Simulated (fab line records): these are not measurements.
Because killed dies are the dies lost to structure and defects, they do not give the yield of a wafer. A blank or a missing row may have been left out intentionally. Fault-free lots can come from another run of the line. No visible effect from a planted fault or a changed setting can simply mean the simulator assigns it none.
Which tool did it? ; flow sky130 ; 12 lots with 36 wafers sampled at 6 steps, on a route of 708 steps

## WHAT EACH GAUGE READ, for each wafer
SKY_CONTACT_THK_MEAS_03.
lot;measured;on;CONTACT_HDPCVD_THK (nm)
L559;day 30 09:11;film_metro-04;553 561 559
L560;day 30 21:50;film_metro-01;569 569 576
L563;day 32 09:43;film_metro-04;559 560 565
L564;day 32 14:44;film_metro-01;565 562 565
L565;day 33 03:27;film_metro-01;563 556 557
L567;day 33 10:37;film_metro-01;561 528 555
L568;day 33 12:50;film_metro-02;558 530 559
L570;day 34 10:35;film_metro-02;530 563 536
L577;day 36 07:55;film_metro-02;562 565 563
L580;day 36 23:11;film_metro-02;571 571 576
L581;day 37 16:22;film_metro-04;571 568 568
L582;day 37 18:29;film_metro-01;562 563 563

SKY_VIA1_OVL_MEAS_13.
lot;measured;on;VIA1_OVL (nm)
L559;day 33 22:29;overlay-01;-5 6 -6
L560;day 34 09:17;overlay-01;4 2 -5
L563;day 35 20:57;overlay-01;6 -1 4
L564;day 36 01:35;overlay-02;-8 -9 -3
L565;day 36 13:36;overlay-02;0 -5 -4
L567;day 36 20:32;overlay-01;-13 -8 -8
L568;day 36 22:29;overlay-02;-13 -10 -12
L570;day 37 21:29;overlay-02;-4 1 0
L577;day 39 17:02;overlay-02;1 -5 5
L580;day 40 05:35;overlay-02;-2 -10 -12
L581;day 40 23:23;overlay-02;-6 -9 -11
L582;day 41 00:53;overlay-01;1 2 3

## TOOL THAT RAN EACH LOT (tool first, then ch and the chambers of the sampled wafers, then the start)
lot;SKY_LDD_HVN_STRIP_09;SKY_CONTACT_CVD_00;SKY_CONTACT_HDPCVD_02;SKY_CONTACT_CMP_04
L559;plasma_asher-04 ch 0,1, day 20 04:52;pecvd-02 ch 1,2, day 30 09:01;hdpcvd-01 ch 0,1,2, day 30 09:07;cmp-02 ch 2,3, day 30 09:17
L560;plasma_asher-02 ch 0,1, day 20 18:23;pecvd-02 ch 1,2, day 30 21:41;hdpcvd-02 ch 0,1,2, day 30 21:46;cmp-02 ch 0,1,3, day 30 21:54
L563;plasma_asher-04 ch 0,1, day 22 11:16;pecvd-01 ch 0,1,2, day 32 09:32;hdpcvd-02 ch 0,1,2, day 32 09:39;cmp-01 ch 0,2,3, day 32 09:50
L564;plasma_asher-04 ch 0,1, day 22 20:35;pecvd-04 ch 0,1,2, day 32 14:34;hdpcvd-02 ch 1,2, day 32 14:40;cmp-01 ch 0,1,3, day 32 14:47
L565;plasma_asher-01 ch 0,1, day 23 10:44;pecvd-01 ch 1,2, day 33 03:17;hdpcvd-02 ch 0,1,2, day 33 03:22;cmp-02 ch 0,1,3, day 33 03:39
L567;plasma_asher-01 ch 0,1, day 23 17:17;pecvd-02 ch 1,2, day 33 10:28;hdpcvd-02 ch 0,2, day 33 10:33;cmp-02 ch 0,2,3, day 33 10:41
L568;plasma_asher-04 ch 0,1, day 23 19:02;pecvd-04 ch 0,1,2, day 33 12:39;hdpcvd-02 ch 0,1,2, day 33 12:44;cmp-01 ch 0,2,3, day 33 12:58
L570;plasma_asher-02 ch 1, day 24 19:44;pecvd-01 ch 0,1,2, day 34 10:25;hdpcvd-02 ch 0,1, day 34 10:31;cmp-01 ch 0,2,3, day 34 10:38
L577;plasma_asher-02 ch 0,1, day 26 19:44;pecvd-01 ch 0,1,2, day 36 07:44;hdpcvd-01 ch 0,1,2, day 36 07:50;cmp-01 ch 0,2,3, day 36 08:04
L580;plasma_asher-02 ch 0,1, day 27 14:50;pecvd-02 ch 0,2, day 36 22:58;hdpcvd-01 ch 1,2, day 36 23:04;cmp-02 ch 0,2,3, day 36 23:14
L581;plasma_asher-01 ch 0,1, day 28 08:28;pecvd-02 ch 0,2, day 37 16:11;hdpcvd-02 ch 1,2, day 37 16:17;cmp-02 ch 0,1,3, day 37 16:28
L582;plasma_asher-04 ch 1, day 28 12:26;pecvd-01 ch 0,1, day 37 18:20;hdpcvd-02 ch 0,1,2, day 37 18:25;cmp-02 ch 0,2, day 37 18:33
- SKY_LDD_HVN_STRIP_09: strips in O2/N2.
- SKY_CONTACT_CVD_00: deposits Si3N4, target thk 75 nm.
- SKY_CONTACT_HDPCVD_02: deposits SiO2, target thk 565 nm, time 94.2 s.
- SKY_CONTACT_CMP_04: polishes SiO2.

## WHAT THE TOOLS THEMSELVES READ (means of the sampled wafers that have a number; where no wafer has one, the mark that the record gives instead)
SKY_LDD_HVN_STRIP_09.
lot;tool;chamber_pressure_mTorr (mTorr);drypump_motor_current_A (A);oes_product_au (a.u.);strip_time_to_endpoint_s (s)
L559;plasma_asher-04;1499.3;5.78;0.406;4.146
L560;plasma_asher-02;1501.0;5.14;0.414;4.139
L563;plasma_asher-04;1499.6;5.77;0.403;4.106
L564;plasma_asher-04;1499.9;5.71;0.405;4.115
L565;plasma_asher-01;1499.7;5.27;0.406;4.150
L567;plasma_asher-01;1500.4;5.26;0.412;4.150
L568;plasma_asher-04;1500.6;5.71;0.409;4.125
L570;plasma_asher-02;1500.4;5.59;0.407;4.138
L577;plasma_asher-02;1500.9;5.14;0.410;4.127
L580;plasma_asher-02;1500.6;5.38;0.408;4.132
L581;plasma_asher-01;1499.4;5.37;0.404;4.145
L582;plasma_asher-04;1500.2;5.83;0.412;4.129

SKY_CONTACT_CVD_00.
lot;tool;heater_power_w (W)
L559;pecvd-02;732
L560;pecvd-02;701
L563;pecvd-01;718
L564;pecvd-04;719
L565;pecvd-01;593
L567;pecvd-02;697
L568;pecvd-04;710
L570;pecvd-01;762
L577;pecvd-01;703
L580;pecvd-02;649
L581;pecvd-02;667
L582;pecvd-01;743

SKY_CONTACT_HDPCVD_02.
lot;tool;run_length_s (s)
L559;hdpcvd-01;122.6
L560;hdpcvd-02;121.9
L563;hdpcvd-02;121.9
L564;hdpcvd-02;122.0
L565;hdpcvd-02;122.0
L567;hdpcvd-02;120.6
L568;hdpcvd-02;120.4
L570;hdpcvd-02;118.6
L577;hdpcvd-01;122.7
L580;hdpcvd-01;122.0
L581;hdpcvd-02;122.0
L582;hdpcvd-02;122.0

SKY_CONTACT_CMP_04.
lot;tool;motor_current_A (A);time_to_endpoint_s (s)
L559;cmp-02;13.5;77
L560;cmp-02;11.7;84
L563;cmp-01;11.1;82
L564;cmp-01;11.9;81
L565;cmp-02;11.7;80
L567;cmp-02;12.5;75
L568;cmp-01;11.4;74
L570;cmp-01;11.6;73
L577;cmp-01;11.0;85
L580;cmp-02;12.4;87
L581;cmp-02;11.8;85
L582;cmp-02;11.7;85

## THE ANSWER, worked out from the rows above alone
Rule: usual is defined by the lots themselves. The widest of any qualifying gaps counts: lots, ordered by their means at a reading, are off when they make up no more than a third of the lots, leave a main group of 4 or more, and stand apart from it by 3 or more times the standard deviation of that group's means. Not used: any main group whose means are identical at the precision the tables above print for the reading. A lot without any number at a reading at which 4 lots or more have one is off too. All remaining lots with rows at the step are treated as sound. First the gauges in route order, then the tools' own readings, where a lot's mean is used as printed above. At the first step where some lot is off, the reading lying furthest off is the one used; lots without a number count as furthest.
Off at SKY_CONTACT_HDPCVD_02 (run_length_s): L567, L568, L570. The main group: mean 122.1 s, standard deviation 0.29.
A tool fits if, at that step or a process step before it, it ran every lot that is off, and no sound lot after the first of them. No candidate that was tried fits.

## WHAT HAD BEEN PUT IN BY THE SIMULATOR
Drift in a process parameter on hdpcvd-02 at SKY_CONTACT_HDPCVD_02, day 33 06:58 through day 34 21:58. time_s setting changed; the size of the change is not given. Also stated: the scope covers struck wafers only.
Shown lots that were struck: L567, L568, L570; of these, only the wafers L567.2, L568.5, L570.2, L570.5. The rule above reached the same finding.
